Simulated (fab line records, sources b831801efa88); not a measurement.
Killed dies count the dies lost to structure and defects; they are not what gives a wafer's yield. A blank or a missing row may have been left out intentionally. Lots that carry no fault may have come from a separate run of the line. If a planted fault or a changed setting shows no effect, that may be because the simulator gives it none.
A struck lot beside a sound one    flow sky130    14 steps out of a route of 708
Sound: the wafers L358.4, L358.5, L358.6. Wafers L360.1, L360.2, L360.4 were the ones struck. The cause is named last.
Order at every step that has rows: each side's tool, ch and its chambers, its first start. Under that, the readings that differ: sound wafers    struck wafers    difference of the means    sigmas: that difference in standard deviations of wafers without a fault.
alike: a reading whose means differ by less than 2 such deviations, as well as words and numbers matching on both sides. not compared: withheld readings; readings where some wafer has no value; bounds like >300 that might hide an equal value; numbers whose values overlap and for which the record gives no deviation.
Wherever a step has rows on one side only, a row that says differs or no value, or a row with sigmas, the two part there. Numbers that don't overlap but have no deviation are shown without sigmas and don't part them. A reading that every wafer of one side lacks parts them only if that side has two wafers or more.

first, 5 steps without rows for these wafers: SKY_LDD_N_COAT_02 (resist thk 300 nm); SKY_LDD_N_SOFTBAKE_03 (time 60 s); SKY_LDD_N_EXPOSE_04 (exposes mask NTM, target cd 840 nm); SKY_LDD_N_PEB_05; SKY_LDD_N_DEVELOP_06 (develop time 60 s).
SKY_LDD_N_OVL_MEAS_07:
  struck on overlay-01, day 21 16:48; sound on overlay-02, day 21 00:53
  alike: LDD_N_OVL
then, 6 steps without rows for these wafers: SKY_LDD_N_IMPLANT_08; SKY_LDD_N_IMPLANT_09; SKY_LDD_N_IMPLANT_10; SKY_LDD_N_IMPLANT_11; SKY_LDD_N_IMPLANT_12; SKY_LDD_N_IMPLANT_13.
SKY_LDD_N_IMPLANT_14:
  sound on implanter-03 ch 0, day 21 01:52; struck on implanter-02, day 21 17:44
  no value came back on the struck wafers for beamEnergyKeV, beamOnS (s), tiltDeg (degrees); on the sound wafers beamEnergyKeV reads 49.988 49.992 49.991
next, for these wafers, 1 step has no rows: SKY_LDD_N_IMPLANT_15.

== WHERE THEY PART ==
At SKY_LDD_N_IMPLANT_14 and nowhere else, as far as this record goes.

WHY: the cause the simulator had injected
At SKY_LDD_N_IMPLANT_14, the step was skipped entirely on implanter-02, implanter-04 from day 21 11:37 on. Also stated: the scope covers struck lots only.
